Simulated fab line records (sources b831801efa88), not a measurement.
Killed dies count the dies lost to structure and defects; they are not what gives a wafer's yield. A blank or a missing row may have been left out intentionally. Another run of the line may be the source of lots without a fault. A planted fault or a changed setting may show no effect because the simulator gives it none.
Struck lot and sound lot, side by side || flow sfq-line || 42 out of 325 route steps
Sound: the wafers L572.1, L572.2, L572.3. Struck: wafer L577.1. (L577.4, L577.6 of the same lot were not struck and are left out.) The cause comes at the end.
Per side, at each step with rows, come the tool, then ch with its chambers, and then its first start. Under that, the readings that differ: sound wafers || struck wafers || difference of the means || sigmas: that difference in standard deviations of wafers without a fault.
alike: readings whose means differ by less than 2 such deviations, and words and numbers that are the same on both sides. not compared: withheld readings, readings that some wafer has no value for, bounds like >300 that may hide the same value, and numbers for which the record gives no deviation and whose values overlap.
Wherever a step has rows on one side only, a row that says differs or no value, or a row with sigmas, the two part there. Numbers that have no deviation but don't overlap get no sigmas and don't part them. A reading missing from all wafers of one side parts the sides only when that side holds two or more wafers.

first, 6 steps without rows for these wafers: SFQ_TRILAYER_M3_LITHO_COAT_080 (resist thk 62 nm); SFQ_TRILAYER_M3_LITHO_COAT_075 (resist thk 600 nm); SFQ_TRILAYER_M3_LITHO_SOFTBAKE_079; SFQ_TRILAYER_M3_LITHO_EXPOSE_076 (exposes mask M3, target cd 500 nm); SFQ_TRILAYER_M3_LITHO_PEB_078 (peb time 60 s); SFQ_TRILAYER_M3_LITHO_DEVELOP_077 (time 60 s).
SFQ_M3_OVL_MEAS_921:
  sound on overlay-02 at day 48 04:03; struck on overlay-02 at day 50 11:49
{"reading": "M3_OVL (nm)", "sound": "-9 -6 -11", "struck": 4, "difference": "+13", "sigmas": "+2"}
then, 4 steps without rows for these wafers: SFQ_TRILAYER_M3_BARC_OPEN_METAL_ETCH_100 (etches BARC in O2, target depth 125 nm, time 41.7 s); SFQ_TRILAYER_M3_ETCH_METAL_ETCH_078 (etches Nb in Cl2/Ar, stops on SiO2, target depth 240 nm, time 120 s); SFQ_TRILAYER_M3_STRIP_STRIP_079 (strips in O2); SFQ_TRILAYER_M3_STRIP_SOLV_CLEAN_080 (cleans in NMP, time 600 s).
SFQ_TRILAYER_I3_DEP_PECVD_081: deposits SiO2 from SiH4/N2O, time 111.11 s, target thk 500 nm.
  sound on pecvd-04 ch 0,1,2, day 48 05:03; struck on pecvd-04 ch 2, day 50 13:05
  alike: heater-power-w, showerhead-vpp-V, susceptor-temp-C, throttle-valve-pct
SFQ_TRILAYER_I3_CMP_CMP_082: polishes SiO2.
  sound on cmp-02 ch 0,2,3, day 48 05:07; struck on cmp-02 ch 2, day 50 17:33
{"reading": "time-to-endpoint-s (s)", "sound": "216 217 223", "struck": 176, "difference": -43, "sigmas": -5}
{"reading": "model.SiO2_of_TRILAYER_I3_DEP_PECVD_081.thk-nm (nm)", "sound": "200.3 199.9 200.9", "struck": 250, "difference": "+50", "sigmas": ""}
  alike: motor-current-A
SFQ_I3_BOW_MEAS_922:
  sound on film-metro-02 at day 48 08:07; struck on film-metro-02 at day 50 20:22
  not compared: I3_BOW
SFQ_TRILAYER_I3_METRO_MEASURE_083:
  sound on film-metro-02 at day 48 08:14; struck on film-metro-02 at day 51 05:08
{"reading": "thk-nm (nm)", "sound": "200.3 199.9 200.9", "struck": 250.2, "difference": "+49.8", "sigmas": "+53"}
then, 6 steps without rows for these wafers: SFQ_TRILAYER_I3_VIA_LITHO_COAT_090 (resist thk 62 nm); SFQ_TRILAYER_I3_VIA_LITHO_COAT_085 (resist thk 650 nm); SFQ_TRILAYER_I3_VIA_LITHO_SOFTBAKE_089; SFQ_TRILAYER_I3_VIA_LITHO_EXPOSE_086 (exposes mask I3, target cd 500 nm); SFQ_TRILAYER_I3_VIA_LITHO_PEB_088 (peb time 60 s); SFQ_TRILAYER_I3_VIA_LITHO_DEVELOP_087 (time 60 s).
-- the record jumps here: 5 days lie between the struck wafers' starts before and after --
SFQ_I3_OVL_MEAS_923:
  sound on overlay-01 at day 54 04:55; struck on overlay-01 at day 56 06:05
  alike: I3_OVL
then, 1 step without rows for these wafers: SFQ_TRILAYER_I3_VIA_BARC_OPEN_VIA_ETCH_121 (etches BARC in O2, target depth 125 nm, time 41.7 s).
SFQ_TRILAYER_I3_VIA_ETCH_VIA_ETCH_088: etches SiO2 in CHF3, stops on Nb, target depth 260 nm.
  sound on rie-diel-02 ch 1,2,3, day 54 05:00; struck on rie-diel-02 ch 0, day 56 06:10
{"reading": "oes-product-au (a.u.)", "sound": "0.849 0.856 0.861", "struck": 0.962, "difference": "+0.107", "sigmas": "+20"}
{"reading": "model.I3.feature-depth-nm (nm)", "sound": "200.3 199.9 200.9", "struck": 250, "difference": "+50", "sigmas": ""}
{"reading": "model.etch.depth-nm (nm)", "sound": "200.3 199.9 200.9", "struck": 250, "difference": "+50", "sigmas": ""}
  alike: drypump-motor-current-A
then, 2 steps without rows for these wafers: SFQ_TRILAYER_I3_VIA_STRIP_STRIP_089 (strips in O2); SFQ_TRILAYER_I3_VIA_STRIP_SOLV_CLEAN_090 (cleans in NMP, time 600 s).
SFQ_TRILAYER_M4_DEP_PRE_CLEAN_092: time 22.5 s.
  sound on pvd-sputter-05 at day 54 05:53; struck on pvd-sputter-05 at day 56 07:04
{"reading": "model.SiO2_of_TRILAYER_I3_DEP_PECVD_081.thk-nm (nm)", "sound": "192.8 192.4 193.4", "struck": 242.5, "difference": "+49.6", "sigmas": ""}
SFQ_TRILAYER_M4_DEP_SPUTTER_091: material Nb, target thk 200 nm, time 133.3 s.
  sound on pvd-sputter-05 at day 54 05:55; struck on pvd-sputter-05 at day 56 07:05
  alike: cathode-dc-power-W, throttle-valve-pct
SFQ_M4_RS_MEAS_924: measures by four-point-probe.
  sound on film-metro-01 at day 54 06:00; struck on film-metro-03 at day 56 07:11
  alike: M4_NB_RS
then, 6 steps without rows for these wafers: SFQ_TRILAYER_M4_LITHO_COAT_098 (resist thk 62 nm); SFQ_TRILAYER_M4_LITHO_COAT_093 (resist thk 600 nm); SFQ_TRILAYER_M4_LITHO_SOFTBAKE_097; SFQ_TRILAYER_M4_LITHO_EXPOSE_094 (exposes mask M4, target cd 500 nm); SFQ_TRILAYER_M4_LITHO_PEB_096 (peb time 60 s); SFQ_TRILAYER_M4_LITHO_DEVELOP_095 (time 60 s).
-- the record jumps here: 5 days lie between the struck wafers' starts before and after --
SFQ_M4_OVL_MEAS_926:
  sound on overlay-01 at day 59 12:01; struck on overlay-01 at day 61 06:59
  alike: M4_OVL
SFQ_TRILAYER_M4_BARC_OPEN_METAL_ETCH_123: etches BARC in O2, target depth 125 nm, time 41.7 s.
  sound on rie-metal-01 ch 0,1, day 59 12:03; struck on rie-metal-02 ch 1, day 61 07:02
  alike: drypump-motor-current-A, oes-product-au
  not compared: rf-hours-counter-h
SFQ_TRILAYER_M4_ETCH_METAL_ETCH_096: etches Nb in Cl2/Ar, stops on SiO2, target depth 240 nm, time 120 s.
  sound on rie-metal-01 ch 0,1, day 59 12:07; struck on rie-metal-02 ch 1, day 61 07:05
  alike: drypump-motor-current-A, oes-product-au
  not compared: rf-hours-counter-h
SFQ_TRILAYER_M4_STRIP_STRIP_097: strips in O2.
  sound on rie-metal-01 ch 0,1, day 59 12:14; struck on rie-metal-02 ch 1, day 61 07:13
  alike: drypump-motor-current-A, oes-product-au
  not compared: rf-hours-counter-h
then, 2 steps without rows for these wafers: SFQ_TRILAYER_M4_STRIP_SOLV_CLEAN_098 (cleans in NMP, time 600 s); SFQ_TRILAYER_I4_DEP_PECVD_099 (deposits SiO2 from SiH4/N2O, time 111.11 s, target thk 500 nm).
-- the record jumps here: 31 days lie between the struck wafers' starts before and after --
SFQ_M8_BOW_MEAS_951:
  sound on film-metro-01 at day 89 06:23; struck on film-metro-04 at day 92 09:05
{"reading": "model.etest.i3.link-ohm", "sound": "1.964 1.953 1.95", "struck": 2.031, "difference": "+0.075", "sigmas": ""}
  alike: M8_BOW

== WHERE THEY PART ==
Earliest at SFQ_M3_OVL_MEAS_921; latest, in this record, at SFQ_TRILAYER_I3_VIA_ETCH_VIA_ETCH_088. Later steps at which nothing parts them and some readings are alike: SFQ_TRILAYER_M4_DEP_SPUTTER_091, SFQ_M4_RS_MEAS_924, SFQ_M4_OVL_MEAS_926, SFQ_TRILAYER_M4_BARC_OPEN_METAL_ETCH_123, SFQ_TRILAYER_M4_ETCH_METAL_ETCH_096, SFQ_TRILAYER_M4_STRIP_STRIP_097, SFQ_M8_BOW_MEAS_951.

WHY: whatever the simulator had introduced
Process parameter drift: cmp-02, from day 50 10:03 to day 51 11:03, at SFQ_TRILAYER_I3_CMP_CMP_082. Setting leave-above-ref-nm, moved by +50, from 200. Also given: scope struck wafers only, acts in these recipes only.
